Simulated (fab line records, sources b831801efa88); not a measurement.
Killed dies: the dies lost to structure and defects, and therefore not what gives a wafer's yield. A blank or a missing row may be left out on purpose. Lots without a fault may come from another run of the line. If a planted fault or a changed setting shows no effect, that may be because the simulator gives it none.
fab line records | flow gf180mcu
[record] lots = 13 wafers = 39 lastDay = 34
route steps=602 shown M3@411
lots that met no fault: taken from a fault-free run of the same line
startH: hours from the record's opening day to when the first of the lot's shown wafers began | waitH: hours since the lot's step before | " unchanged from the row above | L1.1+2: a single row standing in for several wafers | - no value, or no start was given | * or withheld: withheld | < > ~ a bound
route shown NAME@n: NAME is a module with steps in the file, n the number in the route of the first one | usual: the fault-free wafers' mean and standard deviation | same: alike in all rows | chamber/n: place in a boat | sites: per-site readings | _std_site: their standard deviation | _edge_site: mean of outer sites minus mean of inner sites | radiusMm: how far each site lies from the wafer's centre | mask NAME#n: copy n | behind: the tool/chamber that last shaped the wafer | hold: why the lot was held/for how many hours/how that ended | device: which transistor (n, p or np) failed to switch | end of line: the route-end tests of the same wafers | a step given without rows: its recipe and nothing more | killed: at the first sort, the dies lost to defects and structure; wafer yield is something else | map: a wafer's dies, marking killed ones x, the rest . and places with no die _
set.NAME: the run value of the setting; set.NAME@STEP: its run value at that earlier step | model.NAME: the simulator's own value behind a step, which no gauge read
the route's steps for a sample of lots (tables are steps, rows are wafers)
services: a tool's chamber out of use, with start hour (startH, from the record's first day; less than 0 if before it), hours out, and reason
[[steps]]
[step GF_M3_SPUTTER_02]
[recipe] material = AlCu targetThkNm = 450 powerW = 10600 timeS = 23.9 chamberPressurePa = 0.4
[usual] throttleValvePct = 29.6/0.48
// columns lot.wafer tool chamber startH waitH throttleValvePct
L211.2 pvdSputter-04 - 464.27 0.0 29.6
L211.4 " - " " 29.0
L211.6 " - " " 29.4
L213.3 pvdSputter-01 - 484.47 0.0 30.5
L213.4 " - " " 30.4
L213.6 " - " " 29.5
L215.2 pvdSputter-04 - 512.06 0.0 29.4
L215.3 " - " " 29.0
L215.5 " - " " 29.7
L219.1 pvdSputter-02 - 549.56 0.0 29.9
L219.2 " - " " 29.3
L219.4 " - " " 29.7
L218.1 pvdSputter-01 - 549.90 0.0 30.4
L218.3 " - " " 30.5
L218.5 " - " " 29.2
L220.2 pvdSputter-04 - 570.16 0.0 29.8
L220.3 " - " " 29.0
L220.4 " - " " 29.5
L221.4 pvdSputter-02 - 570.75 0.0 29.8
L221.5 " - " " 29.9
L221.6 " - " " 29.4
L222.4 pvdSputter-04 - 577.58 0.0 29.1
L222.5 " - " " 29.7
L222.6 " - " " 29.4
L225.1 pvdSputter-04 - 598.53 0.0 29.5
L225.3 " - " " 29.4
L225.4 " - " " 29.3
L229.4 pvdSputter-01 - 617.35 0.0 30.8
L229.5 " - " " 29.6
L229.6 " - " " 29.2
L230.2 pvdSputter-01 - 626.01 0.0 28.9
L230.3 " - " " 30.5
L230.6 " - " " 28.9
L232.2 pvdSputter-02 - 638.69 0.0 29.8
L232.3 " - " " 29.7
L232.6 " - " " 29.5
L234.3 pvdSputter-02 - 651.29 0.0 29.4
L234.5 " - " " 29.8
L234.6 " - " " 29.8
[step GF_M3_RS_MEAS_05]
[recipe] thkMeasGauge = four-point-probe reads = TiN_of_M3_SPUTTER_04+Ti_of_M3_SPUTTER_03+AlCu_of_M3_SPUTTER_02+TiN_of_M3_SPUTTER_01+Ti_of_M3_SPUTTER_00
[usual] M3_ALCU_RS = 0.0697/0.00074
// columns lot.wafer tool chamber startH waitH M3_ALCU_RS[ohm/sq]
L211.2 filmMetro-02 - 464.38 0.0 0.0698
L211.4 " - " " 0.0707
L211.6 " - " " 0.0701
L213.3 filmMetro-04 - 484.60 0.1 0.0689
L213.4 " - " " 0.0686
L213.6 " - " " 0.0692
L215.2 filmMetro-02 - 512.17 0.0 0.0702
L215.3 " - " " 0.0701
L215.5 " - " " 0.0699
L219.1 filmMetro-02 - 549.65 0.0 0.0703
L219.2 " - " " 0.0698
L219.4 " - " " 0.0689
L218.1 filmMetro-02 - 549.99 0.0 0.0692
L218.3 " - " " 0.0685
L218.5 " - " " 0.0691
L220.2 filmMetro-01 - 570.28 0.0 0.0697
L220.3 " - " " 0.0694
L220.4 " - " " 0.0695
L221.4 filmMetro-02 - 570.90 0.1 0.0717
L221.5 " - " " 0.0721
L221.6 " - " " 0.0711
L222.4 filmMetro-02 - 577.73 0.1 0.0699
L222.5 " - " " 0.0699
L222.6 " - " " 0.0696
L225.1 filmMetro-02 - 598.62 0.0 0.0705
L225.3 " - " " 0.0832
L225.4 " - " " 0.0701
L229.4 filmMetro-04 - 617.50 0.1 0.0693
L229.5 " - " " 0.0697
L229.6 " - " " 0.0694
L230.2 filmMetro-01 - 626.12 0.0 0.0702
L230.3 " - " " 0.0696
L230.6 " - " " 0.0707
L232.2 filmMetro-01 - 638.81 0.0 0.0689
L232.3 " - " " 0.0693
L232.6 " - " " 0.0691
L234.3 filmMetro-02 - 651.42 0.1 0.0691
L234.5 " - " " 0.0706
L234.6 " - " " 0.0698
[step GF_M3_THK_MEAS_06]
[recipe] thkMeasGauge = xrf reads = AlCu_of_M3_SPUTTER_02
[usual] M3_ALCU_THK = 460/4.7
// columns lot.wafer tool chamber startH waitH M3_ALCU_THK[nm]
L211.2 filmMetro-02 - 464.49 0.1 462
L211.4 " - " " 455
L211.6 " - " " 460
L213.3 filmMetro-04 - 484.70 0.1 466
L213.4 " - " " 468
L213.6 " - " " 461
L215.2 filmMetro-02 - 512.28 0.1 462
L215.3 " - " " 462
L215.5 " - " " 461
L219.1 filmMetro-02 - 549.77 0.1 457
L219.2 " - " " 461
L219.4 " - " " 467
L218.1 filmMetro-02 - 550.11 0.1 462
L218.3 " - " " 469
L218.5 " - " " 468
L220.2 filmMetro-01 - 570.39 0.1 461
L220.3 " - " " 462
L220.4 " - " " 462
L221.4 filmMetro-02 - 570.99 0.1 443
L221.5 " - " " 443
L221.6 " - " " 450
L222.4 filmMetro-02 - 577.82 0.1 462
L222.5 " - " " 460
L222.6 " - " " 462
L225.1 filmMetro-02 - 598.74 0.1 456
L225.3 " - " " 403
L225.4 " - " " 459
L229.4 filmMetro-04 - 617.59 0.1 461
L229.5 " - " " 458
L229.6 " - " " 461
L230.2 filmMetro-01 - 626.23 0.1 456
L230.3 " - " " 463
L230.6 " - " " 458
L232.2 filmMetro-01 - 638.92 0.1 464
L232.3 " - " " 465
L232.6 " - " " 463
L234.3 filmMetro-02 - 651.52 0.1 463
L234.5 " - " " 454
L234.6 " - " " 458
[[services]]
// columns tool chamber startH hours kind
pvdSputter-04 - 481.41 1.1 repair
pvdSputter-04 0 485.21 - consumableReplace:kit
pvdSputter-04 0 485.21 18.0 scheduledDown
pvdSputter-04 0 485.21 18.0 ventCycle
pvdSputter-01 2 489.07 - consumableReplace:kit
pvdSputter-01 2 489.07 18.0 scheduledDown
pvdSputter-01 2 489.07 18.0 ventCycle
pvdSputter-02 - 557.11 1.6 repair
pvdSputter-02 1 585.83 - consumableReplace:kit
pvdSputter-02 1 585.83 18.0 scheduledDown
pvdSputter-02 1 585.83 18.0 ventCycle
pvdSputter-01 - 587.81 0.8 repair
pvdSputter-04 - 611.84 18.6 repair
pvdSputter-04 - 636.75 11.1 repair
pvdSputter-02 - 647.12 3.4 repair
[[key]]
[firstSign] step = GF_M3_RS_MEAS_05 reading = M3_ALCU_RS direction = up sigmas = 18 usual = 0.0697 struck = 0.0832
[effect] step = GF_M3_THK_MEAS_06 reading = M3_ALCU_THK direction = down sigmas = 12 usual = 460 struck = 403
metAt GF_M3_SPUTTER_02
struckLots L225
struckWafers L225.3
onsetBetween 577.58 598.53
[fault] kind = siteProfileDrift tool = pvdSputter-04 chamber = - onsetH = 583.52 steps = GF_M3_SPUTTER_02 basis = fraction maxAbsDrift = 0.29755 slopeSharePerHr = 66.121 sitePattern = 0,0,0,0,0,-1,-1,-1,-1 scope = struckWafersOnly
